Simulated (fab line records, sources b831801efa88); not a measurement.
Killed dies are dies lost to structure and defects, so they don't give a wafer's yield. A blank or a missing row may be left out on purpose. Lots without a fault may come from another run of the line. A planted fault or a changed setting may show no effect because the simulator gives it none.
Which tool did it? | flow sky130 | 11 lots, 33 wafers sampled, at 5 steps of a route of 708

WHAT THE GAUGES READ, wafer by wafer
SKY_VIA1_BOW_MEAS_03.
lot  | measured     | on            | VIA1_BOW (um)
L317 | day 32 17:26 | film_metro-02 | 72 81 88
L320 | day 34 04:49 | film_metro-03 | 76 79 84
L321 | day 34 10:19 | film_metro-04 | 79 60 81
L322 | day 34 20:26 | film_metro-04 | 80 89 81
L323 | day 34 22:52 | film_metro-04 | 88 74 81
L327 | day 36 11:38 | film_metro-03 | 78 85 97
L333 | day 37 19:46 | film_metro-03 | 90 101 83
L334 | day 38 07:56 | film_metro-02 | 86 70 71
L335 | day 38 21:40 | film_metro-03 | 79 71 86
L337 | day 39 07:53 | film_metro-02 | 80 82 75
L339 | day 39 13:46 | film_metro-02 | 67 90 84

SKY_VIA1_RS_MEAS_22: measures by four-point-probe.
lot  | measured     | on            | VIA1_W_RS (ohm/sq)
L317 | day 33 20:13 | film_metro-04 | 0.427 0.423 0.425
L320 | day 35 08:34 | film_metro-02 | 0.432 0.428 0.427
L321 | day 35 13:50 | film_metro-02 | 0.426 0.429 0.425
L322 | day 36 00:29 | film_metro-02 | 0.430 0.427 0.433
L323 | day 36 02:14 | film_metro-02 | 0.429 0.431 0.423
L327 | day 37 14:57 | film_metro-03 | 0.429 0.483 0.424
L333 | day 38 21:58 | film_metro-02 | 0.477 0.423 0.475
L334 | day 39 09:38 | film_metro-02 | 0.432 0.436 0.438
L335 | day 39 23:10 | film_metro-03 | 0.430 0.430 0.430
L337 | day 40 09:28 | film_metro-04 | 0.436 0.438 0.431
L339 | day 40 15:56 | film_metro-03 | 0.426 0.428 0.429

SKY_VIA1_THK_MEAS_23: measures by xrf.
lot  | measured     | on            | VIA1_W_THK (nm)
L317 | day 33 20:20 | film_metro-04 | 270 273 272
L320 | day 35 08:40 | film_metro-02 | 267 267 268
L321 | day 35 13:56 | film_metro-02 | 270 268 270
L322 | day 36 00:36 | film_metro-02 | 267 268 267
L323 | day 36 02:20 | film_metro-02 | 268 266 271
L327 | day 37 15:04 | film_metro-03 | 272 240 274
L333 | day 38 22:05 | film_metro-02 | 240 270 240
L334 | day 39 09:45 | film_metro-02 | 264 263 262
L335 | day 39 23:16 | film_metro-03 | 269 274 270
L337 | day 40 09:34 | film_metro-04 | 262 261 264
L339 | day 40 16:03 | film_metro-03 | 272 269 269

WHICH TOOL RAN EACH LOT (tool, then ch and the chambers of the sampled wafers, then the start)
lot  | SKY_METAL1_SPUTTER_00        | SKY_VIA1_CVD_21
L317 | pvd_sputter-03, day 31 12:28 | cvd_w-01 ch 0, day 33 20:08
L320 | pvd_sputter-04, day 33 00:13 | cvd_w-02 ch 0,1, day 35 08:28
L321 | pvd_sputter-04, day 33 07:04 | cvd_w-01 ch 0,1, day 35 13:44
L322 | pvd_sputter-04, day 33 16:10 | cvd_w-02 ch 0,1, day 36 00:23
L323 | pvd_sputter-03, day 33 18:51 | cvd_w-01 ch 0,1, day 36 02:08
L327 | pvd_sputter-03, day 35 07:56 | cvd_w-02 ch 0,1, day 37 14:50
L333 | pvd_sputter-03, day 36 16:25 | cvd_w-02 ch 0,1, day 38 21:53
L334 | pvd_sputter-04, day 37 04:27 | cvd_w-01 ch 1, day 39 09:28
L335 | pvd_sputter-04, day 37 17:55 | cvd_w-01 ch 0,1, day 39 23:04
L337 | pvd_sputter-02, day 38 05:38 | cvd_w-01 ch 0,1, day 40 09:21
L339 | pvd_sputter-04, day 38 10:32 | cvd_w-01 ch 0,1, day 40 15:50
- SKY_METAL1_SPUTTER_00: material Ti, target thk 15 nm, time 10 s.
- SKY_VIA1_CVD_21: deposits W, target thk 270 nm, time 80.902 s.

WHAT THE TOOLS THEMSELVES READ (means of the sampled wafers that have a number; where no wafer has one, the mark that the record gives instead)
SKY_METAL1_SPUTTER_00.
lot  | tool           | cathode_dc_power_W (W) | throttle_valve_pct (%)
L317 | pvd_sputter-03 | 3000.3                 | 30.3
L320 | pvd_sputter-04 | 3000.4                 | 30.2
L321 | pvd_sputter-04 | 3000.1                 | 30.7
L322 | pvd_sputter-04 | 3000.6                 | 30.6
L323 | pvd_sputter-03 | 2999.6                 | 30.2
L327 | pvd_sputter-03 | 3000.4                 | 30.0
L333 | pvd_sputter-03 | 3000.5                 | 30.2
L334 | pvd_sputter-04 | 3000.4                 | 29.8
L335 | pvd_sputter-04 | 3000.5                 | 30.5
L337 | pvd_sputter-02 | 3000.1                 | 30.1
L339 | pvd_sputter-04 | 3000.4                 | 30.8

SKY_VIA1_CVD_21.
lot  | tool     | heater_power_outer_w (W) | heater_power_w (W)
L317 | cvd_w-01 | 467                      | 825
L320 | cvd_w-02 | 439                      | 738
L321 | cvd_w-01 | 455                      | 787
L322 | cvd_w-02 | 442                      | 718
L323 | cvd_w-01 | 435                      | 753
L327 | cvd_w-02 | 434                      | 715
L333 | cvd_w-02 | 434                      | 724
L334 | cvd_w-01 | 409                      | 686
L335 | cvd_w-01 | 456                      | 795
L337 | cvd_w-01 | 438                      | 735
L339 | cvd_w-01 | 465                      | 801

THE ANSWER, worked out from the rows above alone
Rule: what is usual is taken from the lots themselves. Put in order of their means at a reading, lots are off if they are a third of the lots or fewer, leave a main group of 4 or more, and stand apart from it by a gap of 3 or more times the standard deviation of the main group's means; of several such gaps the widest counts. A main group whose means are all the same, to the digits that the tables above print for the reading, isn't used. A lot without any number at a reading at which 4 lots or more have one is off too. The other lots that the step has rows for count as sound. The gauges are gone through in route order, then the tools' own readings, and for those a lot's mean is taken as printed above. The first step at which some lot is off is used, and at that step the reading that is off furthest; a lot without a number counts as furthest.
Off: L327, L333, at SKY_VIA1_RS_MEAS_22 (VIA1_W_RS). The main group: mean 0.430 ohm/sq, standard deviation 0.0033.
A tool fits if, at a process step before that reading, it ran every lot that is off, and no sound lot after the first of them. The gauges at SKY_VIA1_RS_MEAS_22 are tried like those tools. Can't be told from this: 2 tools fit, pvd_sputter-03 at SKY_METAL1_SPUTTER_00, cvd_w-02 at SKY_VIA1_CVD_21.

WHAT THE SIMULATOR HAD PUT IN
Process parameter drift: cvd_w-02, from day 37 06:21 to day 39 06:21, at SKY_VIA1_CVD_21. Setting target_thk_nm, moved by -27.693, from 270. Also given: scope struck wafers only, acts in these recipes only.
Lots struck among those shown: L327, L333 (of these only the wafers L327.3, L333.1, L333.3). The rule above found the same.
